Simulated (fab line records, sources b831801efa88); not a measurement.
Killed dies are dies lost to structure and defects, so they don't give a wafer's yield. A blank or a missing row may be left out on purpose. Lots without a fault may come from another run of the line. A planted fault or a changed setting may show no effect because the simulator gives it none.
A struck lot beside a sound one | flow sky130 | 43 steps out of a route of 708
Sound: wafers L577.3, L577.4, L577.6. Struck: wafers L593.1, L593.3, L593.4. The cause comes at the end.
At each step with rows: each side's tool, then ch and its chambers, then its first start. Under that, the readings that differ: sound wafers | struck wafers | difference of the means | sigmas: that difference in standard deviations of wafers without a fault.
alike: readings whose means differ by less than 2 such deviations, and words and numbers that are the same on both sides. not compared: withheld readings, readings that some wafer has no value for, bounds like >300 that may hide the same value, and numbers for which the record gives no deviation and whose values overlap.
The two part at a step that has a row with sigmas, a row that says differs or no value, or rows on one side only. Numbers that don't overlap but have no deviation are shown without sigmas and don't part them. A reading that every wafer of one side lacks parts them only if that side has two wafers or more.

first, 5 steps without rows for these wafers: SKY_METAL4_STRIP_19 (strips in O2/N2); SKY_METAL4_STRIP_20 (strips in post etch residue remover, time 1200 s); SKY_METAL4_CLEAN_21 (cleans in IPA, time 180 s); SKY_METAL4_CLEAN_22 (cleans in O3/DIW); SKY_VIA4_HDPCVD_00 (deposits SiO2, target thk 1750 nm, time 291.7 s).
SKY_VIA4_THK_MEAS_01:
  sound on film_metro-02, day 42 16:20; struck on film_metro-01, day 46 23:07
  alike: VIA4_HDPCVD_THK
then, 1 step without rows for these wafers: SKY_VIA4_CMP_02 (polishes SiO2).
SKY_VIA4_BOW_MEAS_03:
  sound on film_metro-01, day 42 16:43; struck on film_metro-04, day 46 23:28
  reading       | sound    | struck   | difference | sigmas
  VIA4_BOW (um) | 77 59 80 | 97 93 96 | +23        | +3
then, 4 steps without rows for these wafers: SKY_VIA4_DEHYDRATE_04 (time 60 s); SKY_VIA4_HMDS_05 (prime time 60 s); SKY_VIA4_COAT_06 (resist thk 1140 nm); SKY_VIA4_SOFTBAKE_07 (time 60 s).
SKY_VIA4_EXPOSE_08: exposes mask VIM4, target cd 800 nm.
  sound on iline_stepper-01 ch 0, day 43 03:27; struck on iline_stepper-02 ch 0, day 47 10:17
  alike: mask, focus_offset_nm
then, 2 steps without rows for these wafers: SKY_VIA4_PEB_09; SKY_VIA4_DEVELOP_10 (develop time 60 s).
SKY_VIA4_OVL_MEAS_11:
  sound on overlay-01, day 43 15:45; struck on overlay-02, day 47 19:29
  alike: VIA4_OVL
SKY_VIA4_ETCH_12: etches SiO2 in C4F8/O2/Ar, stops on TiN, target depth 580 nm.
  sound on rie_diel-01 ch 0,2,3, day 43 15:46; struck on rie_diel-03 ch 0,2,3, day 47 19:32
  reading               | sound             | struck            | difference | sigmas
  model.VIA4.cd_nm (nm) | 796.5 795.3 796.5 | 854.2 916.4 891.1 | +91.1      |
  alike: chamber_pressure_mTorr, oes_product_au
SKY_VIA4_STRIP_13: strips in O2/N2.
  sound on plasma_asher-04 ch 0,1, day 43 15:53; struck on plasma_asher-01 ch 0,1, day 47 19:36
  reading                        | sound                | struck               | difference | sigmas
  chamber_pressure_mTorr (mTorr) | 1504.0 1503.2 1502.5 | 1500.7 1498.7 1499.8 | -3.5       | -2
  strip_time_to_endpoint_s (s)   | 12.80 12.76 12.81    | 12.87 12.94 12.84    | +0.09      | +2
  alike: drypump_motor_current_A, oes_product_au
  not compared: rf_hours_counter_h
then, 5 steps without rows for these wafers: SKY_VIA4_STRIP_14 (strips in post etch residue remover, time 1200 s); SKY_VIA4_CLEAN_15 (cleans in IPA, time 180 s); SKY_VIA4_CLEAN_16 (cleans in O3/DIW); SKY_VIA4_SPUTTER_17 (material TiN, target thk 20 nm, time 80 s); SKY_VIA4_CVD_18 (deposits W, target thk 505 nm, time 152.14 s).
SKY_VIA4_RS_MEAS_19: measures by four-point-probe.
  sound on film_metro-02, day 43 16:42; struck on film_metro-01, day 47 20:24
  alike: VIA4_W_RS
SKY_VIA4_THK_MEAS_20: measures by xrf.
  sound on film_metro-02, day 43 16:48; struck on film_metro-01, day 47 20:31
  reading         | sound       | struck      | difference | sigmas
  VIA4_W_THK (nm) | 491 506 506 | 518 514 517 | +15        | +2
SKY_VIA4_CMP_21: polishes, stops on SiO2, t overpolish 25 s, target thk 0 nm.
  sound on cmp-02 ch 0,3, day 43 16:50; struck on cmp-01 ch 0,2,3, day 47 20:35
  alike: motor_current_A, overpolish_run_s, time_to_endpoint_s
then, 3 steps without rows for these wafers: SKY_METAL5_SPUTTER_00 (material Ti, target thk 15 nm, time 10 s); SKY_METAL5_SPUTTER_01 (material TiN, target thk 20 nm, time 16.7 s); SKY_METAL5_SPUTTER_02 (material AlCu, target thk 1150 nm, time 61.2 s).
SKY_METAL5_SPUTTER_03: material Ti, target thk 5 nm, time 3.3 s.
  sound on pvd_sputter-01, day 43 17:14; struck on pvd_sputter-01, day 47 20:59
  alike: throttle_valve_pct
SKY_METAL5_SPUTTER_04: material TiN, target thk 70 nm, time 58.3 s.
  sound on pvd_sputter-01, day 43 17:15; struck on pvd_sputter-01, day 47 21:00
  alike: throttle_valve_pct
SKY_METAL5_RS_MEAS_05: measures by four-point-probe.
  sound on film_metro-03, day 43 17:20; struck on film_metro-03, day 47 21:03
  alike: METAL5_ALCU_RS
SKY_METAL5_THK_MEAS_06: measures by xrf.
  sound on film_metro-03, day 43 17:26; struck on film_metro-03, day 47 21:10
  alike: METAL5_ALCU_THK
then, 7 steps without rows for these wafers: SKY_METAL5_DEHYDRATE_07 (time 60 s); SKY_METAL5_HMDS_08 (prime time 60 s); SKY_METAL5_COAT_09 (resist thk 1800 nm); SKY_METAL5_SOFTBAKE_10 (time 60 s); SKY_METAL5_EXPOSE_11 (exposes mask MM5, target cd 1600 nm); SKY_METAL5_PEB_12; SKY_METAL5_DEVELOP_13 (develop time 60 s).
SKY_METAL5_DESCUM_14: chemistry O2, time 11 s.
  sound on rie_metal-01 ch 0,1, day 44 16:11; struck on rie_metal-01 ch 0,1, day 48 16:04
  alike: chamber_pressure_mTorr, drypump_motor_current_A, oes_product_au
  not compared: rf_hours_counter_h
then, 1 step without rows for these wafers: SKY_METAL5_METAL_ETCH_15 (etches the open film in Cl2/BCl3, stops on SiO2, target depth 1260 nm, time 252 s).
SKY_PAD_OPEN_PROBE_99:
  sound on prober-02, day 46 13:49; struck on prober-02, day 50 06:01
  reading                       | sound                | struck               | difference | sigmas
  defect_limited_yield (%)      | 83.1 82.5 85.6       | 79.9 70.3 78.9       | -7.4       | -4
  killed_at_M4_up               | 4 3 4                | 5 69 13              | +25        | +14
  killed_dies                   | 83 86 71             | 99 146 104           | +36        | +4
  sort_bin_3_pad_short (%)      | 0.4 1.2 0.4          | 0.6 14.6 3.9         | +5.7       | +14
  sort_n_pass                   | 409 406 421          | 393 346 388          | -36        | -4
  sort_yield_pct (%)            | 83.1 82.5 85.6       | 79.9 70.3 78.9       | -7.4       | -4
  model.etest.via4_chain.rc_ohm | 0.7877 0.7914 0.8271 | 0.7208 0.6816 0.6593 | -0.1148    |
  alike: killed_at_M0_to_M3, killed_at_contacts, killed_at_front_end, killed_at_other, killed_open, killed_short, sort_bin_5_function, sort_bin_6_memory
  not compared: model.etest.tester.sort_bin_3_pct

WHERE THEY PART
First at SKY_VIA4_BOW_MEAS_03; last, within this record, at SKY_PAD_OPEN_PROBE_99.

WHY: what the simulator had put in
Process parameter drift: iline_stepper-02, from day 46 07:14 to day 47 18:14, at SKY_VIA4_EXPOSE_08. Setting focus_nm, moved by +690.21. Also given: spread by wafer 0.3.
